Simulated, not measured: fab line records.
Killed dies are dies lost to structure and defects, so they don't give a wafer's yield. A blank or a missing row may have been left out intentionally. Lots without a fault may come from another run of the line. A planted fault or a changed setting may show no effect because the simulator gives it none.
A single fault, viewed from 2 desks | flow gf180mcu | only its own numbers are on each desk; what lay behind them is given at the end

TOOL OWNER'S DESK, litho-track-04
The tool's own readings at GF_DNWELL_COAT_02 (resist thk 3000 nm): means of the sampled wafers that have a number, for each lot that ran on this tool. Marked OUT: a lot whose mean sits more than 4 standard deviations from the usual mean, which makes it out of limits; the brackets give that distance.
Columns: A = spin-speed-rpm at GF_DNWELL_COAT_02, usual 2000.2 rpm
lot  | first seen here | A
L987 | day 3 08:16     | 1999.8
L988 | day 3 14:16     | 2000.8
L992 | day 4 12:04     | 2000.0
L993 | day 4 17:09     | 1999.6
L996 | day 5 12:52     | 1861.9 (-99) OUT
L997 | day 5 17:55     | 1860.8 (-99 or more) OUT
L998 | day 5 21:34     | 1862.0 (-99) OUT
This desk finds L996, L997, L998 out of limits, L996 being first, at day 5 12:52 (spin-speed-rpm at GF_DNWELL_COAT_02). L987, L988, L992, L993 stayed within limits.

METROLOGY DESK
Means of the sampled wafers that have a number, per lot and without regard to the tool the lot ran on: this is what the gauges read. Marked OUT: a lot whose mean sits more than 4 standard deviations from the usual mean, which makes it out of limits; the brackets give that distance.
Columns: A = SAB_CVD_00_THK at GF_SAB_THK_MEAS_01, usual 49.9 nm; B = CONTACT_CVD_00_THK at GF_CONTACT_THK_MEAS_01, usual 302.0 nm
lot  | first seen here | A    | B
L986 | day 15 07:55    | 50.2 | 298.4
L987 | day 15 19:55    | 49.5 | 298.3
L988 | day 15 22:57    | 49.6 | 300.4
L990 | day 16 23:38    | 49.9 | 301.7
L992 | day 17 21:00    | 50.0 | 302.8
L993 | day 18 03:43    | 50.2 | 304.3
L996 | day 19 13:11    | 50.2 | 305.5
L998 | day 20 01:07    | 49.6 | 303.5
L997 | day 20 02:17    | 50.8 | 300.8
L999 | day 20 06:30    | 49.4 | 303.8
L101 | day 20 23:53    | 49.7 | 299.8
L103 | day 21 15:48    | 50.1 | 304.4
L104 | day 21 22:38    | 49.5 | 306.3
This desk's verdict: no lot among the 13 shows anything out of limits.

PUT TOGETHER
The tool owner's desk had the chance to raise an alarm at day 5 12:52 on L996, L997, L998.
From the metrology desk's view, nothing was out of limits.
The metrology desk has L996, L997, L998 on record, within its limits.
GF_DNWELL_COAT_02 was run on litho-track-04 by each of the lots named.

WHAT THE SIMULATOR HAD INSERTED
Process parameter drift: litho-track-04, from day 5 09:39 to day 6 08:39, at GF_DNWELL_COAT_02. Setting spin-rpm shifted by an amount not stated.
Lots struck among those shown: L996, L997, L998.
Delay in hours, fault start to first out-of-limits reading, by desk: the tool owner's desk at 3.
